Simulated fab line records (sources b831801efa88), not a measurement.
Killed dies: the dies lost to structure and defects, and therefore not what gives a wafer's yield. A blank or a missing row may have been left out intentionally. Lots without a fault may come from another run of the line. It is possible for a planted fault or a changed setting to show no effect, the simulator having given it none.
Commonality check across tools -- flow sky130 -- Sample size 12 lots and 36 wafers

## REASON FOR OPENING
On 3 of the 12 lots, a flag is raised at SKY_VT_ADJUST_HVTR_CD_MEAS_07 on the reading cdNm. No-fault wafers: 379.5 nm, standard deviation 2.1.
Rule: a lot is flagged in two cases, either no wafer of it has a number, or all its wafers with numbers fall more than 4 standard deviations from that mean. The rest of the lots are taken to be sound.

lot,measured,on,"cdNm (nm), wafer by wafer",flag
L300,day 9 12:41,cdSem-01,380.4 379.0 380.0,
L301,day 9 20:03,cdSem-02,379.1 382.8 380.1,
L302,day 9 20:04,cdSem-01,378.1 378.9 376.5,
L303,day 10 05:07,cdSem-01,382.6 381.6 380.9,
L309,day 12 04:38,cdSem-01,284.0 283.1 280.6,FLAGGED
L310,day 12 08:44,cdSem-01,278.6 280.6 280.6,FLAGGED
L312,day 13 06:28,cdSem-02,303.2 305.0 303.1,FLAGGED
L313,day 13 12:53,cdSem-01,381.2 380.8 380.1,
L314,day 13 16:14,cdSem-01,382.9 383.3 380.7,
L321,day 16 01:52,cdSem-02,378.7 375.1 378.7,
L322,day 16 06:51,cdSem-02,379.0 377.0 378.8,
L323,day 16 14:20,cdSem-01,378.9 374.4 379.6,
The numbers of the flagged lots are 288.8 nm on average: -90.7 nm against the usual, or -43 standard deviations.

## WHICH TOOL RAN EACH LOT
The record keeps 1 process step preceding the reading, out of 708 steps on the route. Every cell lists first the tool, next ch and the chambers used by the sampled wafers, and last the start.
lot,flag,SKY_VT_ADJUST_HVTR_DEVELOP_06
L300,,"lithoTrack-03 ch 0, day 9 12:32"
L301,,"lithoTrack-03 ch 0, day 9 19:54"
L302,,"lithoTrack-04 ch 0, day 9 19:55"
L303,,"lithoTrack-04 ch 0, day 10 04:58"
L309,FLAGGED,"lithoTrack-03 ch 0, day 12 04:29"
L310,FLAGGED,"lithoTrack-03 ch 0, day 12 08:35"
L312,FLAGGED,"lithoTrack-03 ch 0, day 13 06:20"
L313,,"lithoTrack-01 ch 0, day 13 12:44"
L314,,"lithoTrack-01 ch 0, day 13 16:05"
L321,,"lithoTrack-04 ch 0, day 16 01:43"
L322,,"lithoTrack-04 ch 0, day 16 06:42"
L323,,"lithoTrack-01 ch 0, day 16 14:11"
What these steps do:
- SKY_VT_ADJUST_HVTR_DEVELOP_06: develop time 60 s.
- SKY_VT_ADJUST_HVTR_CD_MEAS_07: target cd 380 nm.

## FLAGGED AGAINST TOTAL, ONE TOOL AT A TIME (gauges that did the reading follow at the end)
step,tool,lots run,flagged,share of the flagged lots,sound lots run after its first flagged lot
SKY_VT_ADJUST_HVTR_DEVELOP_06,lithoTrack-01,3,0,none,-
SKY_VT_ADJUST_HVTR_DEVELOP_06,lithoTrack-03,5,3,all,0
SKY_VT_ADJUST_HVTR_DEVELOP_06,lithoTrack-04,4,0,none,-
SKY_VT_ADJUST_HVTR_CD_MEAS_07,cdSem-01,8,2,some,"3 (L313,L314,L323)"
SKY_VT_ADJUST_HVTR_CD_MEAS_07,cdSem-02,4,1,some,"2 (L321,L322)"

## WHAT IS ALLOWED BY THE TABLE
In the table, 1 row covers all flagged lots: lithoTrack-03 at SKY_VT_ADJUST_HVTR_DEVELOP_06.
- lithoTrack-03 at SKY_VT_ADJUST_HVTR_DEVELOP_06: 3 of its 5 lots flagged. Its last sound lot is L301 (day 9 19:54), its first flagged lot L309 (day 12 04:29): a fault that began between those two fits.
Left over: one tool, lithoTrack-03 at SKY_VT_ADJUST_HVTR_DEVELOP_06.

## WHAT THE SIMULATOR HAD PUT IN
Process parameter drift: lithoTrack-03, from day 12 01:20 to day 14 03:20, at SKY_VT_ADJUST_HVTR_DEVELOP_06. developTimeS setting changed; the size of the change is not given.
Lots struck among those shown: L309, L310, L312. The rule given above showed the same thing.
